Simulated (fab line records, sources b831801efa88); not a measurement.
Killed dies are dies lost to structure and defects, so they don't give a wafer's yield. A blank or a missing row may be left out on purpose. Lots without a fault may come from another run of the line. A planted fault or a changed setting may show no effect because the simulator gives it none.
fab line records | flow sky130
record lots=14 wafers=42 last_day=50
route steps=708 shown VT_ADJUST_NCORE@130 SONOS_ONO@181 RES_PROTECT@215 POLY_GATE@231
lots that met no fault: from a run of the same line without faults
start_h: hours from the record's first day to the start of the lot's first wafer shown | wait_h: hours since the lot's step before | " the same as in the row above | L1.1+2: a row that stands for several wafers | - no value, or no start given | * or withheld: withheld | < > ~ a bound
route shown NAME@n: a module of which the file shows steps, and the number in the route of the first | usual: mean/standard deviation of fault-free wafers | same: alike in all rows | chamber/n: place in a boat | sites: the reading at each site | _std_site: their standard deviation | _edge_site: outer sites' mean less inner sites' | radius_mm: how far each site lies from the wafer's centre | mask NAME#n: copy n | behind: the tool/chamber that last shaped the wafer | hold: why the lot was held/for how many hours/how that ended | device: the transistor (n, p or np) that didn't switch | end of line: the same wafers' tests at the end of the route | a step without rows: its recipe alone | killed: dies lost to structure and defects at the first sort, not the wafer's yield | map: a wafer's dies, x killed, . not, _ none there
set.NAME: the setting as run; set.NAME@STEP: as run at that earlier step | model.NAME: the simulator's own value behind a step, which no gauge read
steps of the route over a sample of lots; a table a step, a row a wafer
services: from which hour (start_h, from the record's first day; less than 0 if before it) a tool's chamber was out of use, for how many hours, and why
## steps
# step SKY_VT_ADJUST_NCORE_TW_MEAS_11
# usual VT_ADJUST_NCORE_TW=219.8/1
# columns lot.wafer tool chamber start_h wait_h VT_ADJUST_NCORE_TW
L900.2 film_metro-01 - 184.35 0.1 218.5
L900.3 " - " " 219.8
L900.6 " - " " 220.4
L902.1 film_metro-01 - 201.98 0.1 219.3
L902.2 " - " " 218.8
L902.6 " - " " 218.7
L904.2 film_metro-02 - 213.05 0.1 221.9
L904.5 " - " " 222.4
L904.6 " - " " 221.0
L905.3 film_metro-02 - 219.91 0.1 222.5
L905.4 " - " " 219.8
L905.6 " - " " 221.3
L906.1 film_metro-02 - 225.93 0.1 220.2
L906.5 " - " " 220.5
L906.6 " - " " 220.9
L907.1 film_metro-01 - 231.62 0.1 220.3
L907.4 " - " " 221.9
L907.6 " - " " 221.7
L908.2 film_metro-02 - 248.72 0.1 220.2
L908.3 " - " " 219.6
L908.5 " - " " 217.7
L909.1 film_metro-01 - 251.17 0.1 220.9
L909.2 " - " " 219.5
L909.6 " - " " 219.7
L912.3 film_metro-04 - 272.30 0.1 220.4
L912.4 " - " " 220.4
L912.6 " - " " 219.3
L913.2 film_metro-01 - 280.99 0.1 220.1
L913.3 " - " " 220.4
L913.6 " - " " 218.9
L919.2 film_metro-01 - 325.73 0.1 219.8
L919.4 " - " " 219.6
L919.6 " - " " 218.9
L921.1 film_metro-04 - 341.73 0.1 218.7
L921.4 " - " " 220.2
L921.5 " - " " 220.7
L922.3 film_metro-02 - 348.94 0.1 219.8
L922.4 " - " " 219.0
L922.6 " - " " 220.5
L923.1 film_metro-02 - 355.33 0.1 218.5
L923.4 " - " " 218.8
L923.5 " - " " 220.6
# step SKY_SONOS_ONO_CD_MEAS_13
# recipe target_cd_nm=410
# usual cd_nm=410.7/2.5
# columns lot.wafer tool chamber start_h wait_h cd_nm
L900.2 cd_sem-01 - 285.44 0.1 410.1
L900.3 " - " " 409.0
L900.6 " - " " 410.2
L902.1 cd_sem-01 - 306.33 0.1 415.3
L902.2 " - " " 411.9
L902.6 " - " " 412.4
L904.2 cd_sem-02 - 319.66 0.1 412.1
L904.5 " - " " 414.1
L904.6 " - " " 415.2
L905.3 cd_sem-01 - 326.25 0.1 412.6
L905.4 " - " " 414.6
L905.6 " - " " 411.6
L906.1 cd_sem-01 - 335.71 0.1 404.6
L906.5 " - " " 407.1
L906.6 " - " " 404.6
L907.1 cd_sem-01 - 338.47 0.1 413.5
L907.4 " - " " 411.0
L907.6 " - " " 412.0
L909.1 cd_sem-02 - 363.13 0.1 410.0
L909.2 " - " " 411.5
L909.6 " - " " 411.4
L908.2 cd_sem-02 - 363.45 0.1 409.9
L908.3 " - " " 410.4
L908.5 " - " " 410.2
L912.3 cd_sem-02 - 403.17 0.1 407.2
L912.4 " - " " 407.2
L912.6 " - " " 407.0
L913.2 cd_sem-02 - 403.53 0.1 411.6
L913.3 " - " " 412.3
L913.6 " - " " 411.0
L919.2 cd_sem-02 - 447.65 0.1 410.3
L919.4 " - " " 409.4
L919.6 " - " " 408.5
L921.1 cd_sem-01 - 465.07 0.1 409.4
L921.4 " - " " 407.5
L921.5 " - " " 408.1
L922.3 cd_sem-01 - 473.22 0.1 408.9
L922.4 " - " " 407.6
L922.6 " - " " 410.7
L923.1 cd_sem-01 - 478.51 0.1 411.3
L923.4 " - " " 409.4
L923.5 " - " " 410.4
# step SKY_RES_PROTECT_TW_MEAS_08
# usual POLY_GATE_TW=4047/26
# columns lot.wafer tool chamber start_h wait_h POLY_GATE_TW
L900.2 film_metro-03 - 346.35 0.1 4000
L900.3 " - " " 4024
L900.6 " - " " 3988
L902.1 film_metro-02 - 375.22 0.1 4080
L902.2 " - " " 4058
L902.6 " - " " 4046
L904.2 film_metro-02 - 381.38 0.1 4054
L904.5 " - " " 4073
L904.6 " - " " 4076
L905.3 film_metro-02 - 389.36 0.1 4046
L905.4 " - " " 4055
L905.6 " - " " 4038
L906.1 film_metro-03 - 399.59 0.1 4003
L906.5 " - " " 3992
L906.6 " - " " 3961
L907.1 film_metro-03 - 401.92 0.1 4002
L907.4 " - " " 3990
L907.6 " - " " 3996
L909.1 film_metro-04 - 427.72 0.1 4056
L909.2 " - " " 4071
L909.6 " - " " 4078
L908.2 film_metro-02 - 427.87 0.1 4032
L908.3 " - " " 4019
L908.5 " - " " 4048
L912.3 film_metro-02 - 469.04 0.1 4081
L912.4 " - " " 4061
L912.6 " - " " 4050
L913.2 film_metro-02 - 470.92 0.1 4066
L913.3 " - " " 4026
L913.6 " - " " 4049
L919.2 film_metro-03 - 512.63 0.1 4031
L919.4 " - " " 4031
L919.6 " - " " 4023
L921.1 film_metro-03 - 532.59 0.1 4052
L921.4 " - " " 4045
L921.5 " - " " 4045
L922.3 film_metro-04 - 540.66 0.1 4065
L922.4 " - " " 4064
L922.6 " - " " 4078
L923.1 film_metro-02 - 544.14 0.1 4065
L923.4 " - " " 4089
L923.5 " - " " 4044
# step SKY_POLY_GATE_ETCH_17
# recipe target_depth_nm=180 stop_on=SiO2 over_etch_frac=0.56667 chemistry=HBr/Cl2 target=poly-Si icp_w=400 bias_w=101.3 pressure_mtorr=10 HBr_flow_sccm=150 Cl2_flow_sccm=50 time_s=70.5
# usual drypump_motor_current_A=5.4/0.46 mfc_cl2_sccm=49.99/0.13 oes_product_au=0.988/0.0062 rf_fwd_power_W=396.8/1.6 throttle_valve_pct=33.685/0.0078
# columns lot.wafer tool chamber start_h wait_h drypump_motor_current_A mfc_cl2_sccm oes_product_au rf_fwd_power_W rf_hours_counter_h throttle_valve_pct
L900.2 rie_si-01 0 375.66 0.0 5.2 49.67 0.984 396.3 24 33.677
L900.3 " 2 " " 4.7 50.01 0.990 396.9 61 33.684
L900.6 " 0 " " 5.2 49.85 0.987 397.9 - 33.680
L902.1 rie_si-01 0 407.11 0.0 5.2 49.79 0.999 394.3 24 33.682
L902.2 " 1 " " 4.8 50.19 0.988 398.5 75 33.679
L902.6 " 3 " " 6.2 50.22 0.989 396.2 - 33.702
L904.2 rie_si-02 1 412.52 0.0 5.7 50.18 0.980 395.9 51 33.685
L904.5 " 0 " " 5.7 50.09 0.990 397.2 - 33.678
L904.6 " 3 " " 5.4 49.90 0.980 399.6 - 33.680
L905.3 rie_si-01 3 421.76 0.0 6.1 49.97 0.990 397.1 11 33.691
L905.4 " 0 " " 5.2 49.94 0.986 394.9 - 33.680
L905.6 " 2 " " 4.7 49.94 0.994 398.2 - 33.667
L906.1 rie_si-02 0 432.26 0.0 5.7 50.19 0.983 398.6 3 33.678
L906.5 " 0 " " 5.7 49.94 0.982 398.2 - 33.679
L906.6 " 1 " " 5.7 49.92 0.983 396.9 - 33.681
L907.1 rie_si-02 0 436.91 0.0 5.7 50.07 0.992 398.9 3 33.686
L907.4 " 3 " " 5.3 49.90 0.984 396.7 3 33.671
L907.6 " 3 " " 5.4 49.99 0.981 396.1 - 33.677
L909.1 rie_si-01 0 460.36 0.0 5.2 50.00 0.985 394.6 25 33.680
L909.2 " 1 " " 4.8 49.96 0.999 397.2 0 33.677
L909.6 " 3 " " 6.2 49.95 0.981 398.5 - 33.684
L908.2 rie_si-02 3 461.51 0.0 5.4 49.94 0.989 396.7 3 33.682
L908.3 " 1 " " 5.7 50.22 0.995 397.4 51 33.695
L908.5 " 2 " " 5.2 49.98 0.983 397.5 - 33.699
L912.3 rie_si-01 2 501.31 0.0 4.7 50.01 0.995 398.1 0 33.696
L912.4 " 3 " " 6.2 49.98 0.939 332.8 12 33.678
L912.6 " 0 " " 5.2 50.13 0.988 393.7 - 33.688
L913.2 rie_si-01 0 504.51 0.0 5.2 49.72 0.989 390.4 25 33.681
L913.3 " 3 " " 6.2 49.86 0.929 334.4 12 33.674
L913.6 " 3 " " 6.1 50.06 0.929 335.2 - 33.690
L919.2 rie_si-02 2 544.31 0.0 5.2 49.82 0.981 395.5 5 33.692
L919.4 " 3 " " 5.3 49.76 0.986 397.0 4 33.694
L919.6 " 1 " " 5.7 50.12 0.995 394.5 - 33.691
L921.1 rie_si-02 0 565.03 0.0 5.7 50.05 0.987 398.5 4 33.682
L921.4 " 2 " " 5.2 49.91 0.977 396.3 5 33.684
L921.5 " 1 " " 5.7 50.01 0.987 394.1 - 33.681
L922.3 rie_si-01 1 572.56 0.0 4.8 50.04 0.995 397.4 1 33.681
L922.4 " 2 " " 4.7 50.11 0.986 396.3 0 33.680
L922.6 " 3 " " 6.2 50.26 0.988 399.5 - 33.678
L923.1 rie_si-02 0 575.41 0.0 5.7 49.93 0.995 397.6 4 33.686
L923.4 " 1 " " 5.7 50.11 0.993 397.9 0 33.689
L923.5 " 1 " " 5.7 49.98 0.991 398.4 - 33.692
# step SKY_POLY_GATE_STRIP_18
# recipe chemistry=O2/N2 power_w=1400 pressure_mtorr=1500 platen_temp_c=withheld o2_flow_sccm=3000 n2_flow_sccm=300 overash_fraction=0.5
# usual drypump_motor_current_A=5.60/0.27 o2_flow_sccm=2999/9.1 oes_product_au=0.361/0.0044 strip_time_to_endpoint_s=3.17/0.031
# columns lot.wafer tool chamber start_h wait_h drypump_motor_current_A o2_flow_sccm oes_product_au rf_hours_counter_h strip_time_to_endpoint_s
L900.2 plasma_asher-01 0 375.71 0.0 5.46 2995 0.363 25 3.23
L900.3 " 1 " " 5.74 3003 0.363 - 3.19
L900.6 " 0 " " 5.46 3010 0.361 - 3.19
L902.1 plasma_asher-04 1 407.16 0.0 5.88 3011 0.356 58 3.18
L902.2 " 0 " " 5.35 2994 0.361 58 3.16
L902.6 " 1 " " 5.88 2988 0.358 - 3.17
L904.2 plasma_asher-02 0 412.57 0.0 5.21 3002 0.367 72 3.21
L904.5 " 1 " " 5.93 3010 0.357 - 3.16
L904.6 " 0 " " 5.21 3003 0.358 - 3.18
L905.3 plasma_asher-02 0 421.85 0.1 5.21 2998 0.364 - 3.12
L905.4 " 1 " " 5.95 3004 0.366 - 3.15
L905.6 " 0 " " 5.21 2986 0.368 - 3.09
L906.1 plasma_asher-01 0 432.32 0.0 5.48 3017 0.357 31 3.11
L906.5 " 1 " " 5.76 3011 0.364 - 3.11
L906.6 " 0 " " 5.49 3008 0.365 - 3.16
L907.1 plasma_asher-01 0 436.96 0.0 5.47 2996 0.357 31 3.20
L907.4 " 0 " " 5.48 2995 0.366 - 3.20
L907.6 " 0 " " 5.44 3001 0.362 - 3.23
L909.1 plasma_asher-02 1 460.41 0.0 5.94 3002 0.357 77 3.14
L909.2 " 0 " " 5.20 2993 0.366 77 3.17
L909.6 " 0 " " 5.18 2997 0.359 - 3.17
L908.2 plasma_asher-01 0 461.56 0.0 5.46 3014 0.363 34 3.14
L908.3 " 1 " " 5.73 2994 0.362 - 3.16
L908.5 " 1 " " 5.76 2997 0.360 - 3.14
L912.3 plasma_asher-01 0 501.40 0.1 5.49 3003 0.357 - 3.17
L912.4 " 1 " " 5.75 2987 0.351 - 3.26
L912.6 " 1 " " 5.76 3013 0.363 - 3.21
L913.2 plasma_asher-01 1 504.56 0.0 5.77 2995 0.363 38 3.21
L913.3 " 0 " " 5.49 2997 0.369 - 3.29
L913.6 " 1 " " 5.73 2979 0.367 - 3.29
L919.2 plasma_asher-02 1 544.36 0.0 5.92 2995 0.355 85 3.18
L919.4 " 0 " " 5.21 2990 0.368 - 3.17
L919.6 " 1 " " 5.89 2990 0.360 - 3.13
L921.1 plasma_asher-04 0 565.08 0.0 5.34 3005 0.362 73 3.15
L921.4 " 1 " " 5.92 3001 0.366 - 3.13
L921.5 " 0 " " 5.36 3005 0.366 - 3.18
L922.3 plasma_asher-04 1 572.65 0.1 5.88 3008 0.362 - 3.16
L922.4 " 0 " " 5.34 2991 0.353 - 3.18
L922.6 " 1 " " 5.90 3009 0.369 - 3.18
L923.1 plasma_asher-04 1 575.47 0.0 5.91 2976 0.360 74 3.16
L923.4 " 1 " " 5.90 2988 0.364 - 3.20
L923.5 " 1 " " 5.90 2987 0.367 - 3.18
## services
# columns tool chamber start_h hours kind
rie_si-02 3 387.84 1.9 repair
rie_si-01 1 408.31 - clean
rie_si-01 1 408.31 25.9 scheduled_down
rie_si-01 1 408.31 25.9 vent_cycle
rie_si-01 3 439.95 4.0 repair
plasma_asher-01 - 459.42 1.8 repair
rie_si-01 2 473.43 - clean
rie_si-01 2 473.43 20.7 scheduled_down
rie_si-01 2 473.43 20.7 vent_cycle
plasma_asher-04 - 498.43 7.4 repair
rie_si-02 1 514.39 - clean
rie_si-02 1 514.39 17.8 scheduled_down
rie_si-02 1 514.39 17.8 vent_cycle
rie_si-02 0 546.40 3.5 repair
## key
first_sign step=SKY_POLY_GATE_ETCH_17 reading=rf_fwd_power_W direction=down sigmas=39 usual=396.8 struck=334.2
effect step=SKY_POLY_GATE_ETCH_17 reading=oes_product_au direction=down sigmas=9 usual=0.988 struck=0.932
effect step=SKY_POLY_GATE_STRIP_18 reading=strip_time_to_endpoint_s direction=up sigmas=3.5 usual=* struck=*
met_at SKY_POLY_GATE_ETCH_17
struck_lots L912,L913
struck_wafers L912.4,L913.3,L913.6
later_rows_left_out L912.4,L913.3,L913.6
sort_left_out L912.4,L913.3,L913.6
tester_left_out L912,L913
not_acting_at SKY_VT_ADJUST_NCORE_TW_MEAS_11,SKY_SONOS_ONO_CD_MEAS_13,SKY_RES_PROTECT_TW_MEAS_08
onset_between 460.36 501.31
fault kind=process_parameter_drift tool=rie_si-01 chamber=3 onset_h=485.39 steps=SKY_POLY_GATE_ETCH_17 channel=icp_w offset=-64 shape=step end_h=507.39 acts_in=these_recipes_only stated=400
# tester_left_out: of these lots the tester's yield and bins aren't shown, on N5 and GAA mostly nor the transistor test; their killed dies are dies lost to structure and defects alone, not to doping, threshold or leakage, so they don't give the yield
# sort_left_out: the simulated sort isn't trusted on such a fault, so these wafers' sort isn't shown, and their yield isn't known
# later_rows_left_out: the simulator's readings of these wafers behind a module that went badly wrong aren't trusted and aren't shown, but for the sort
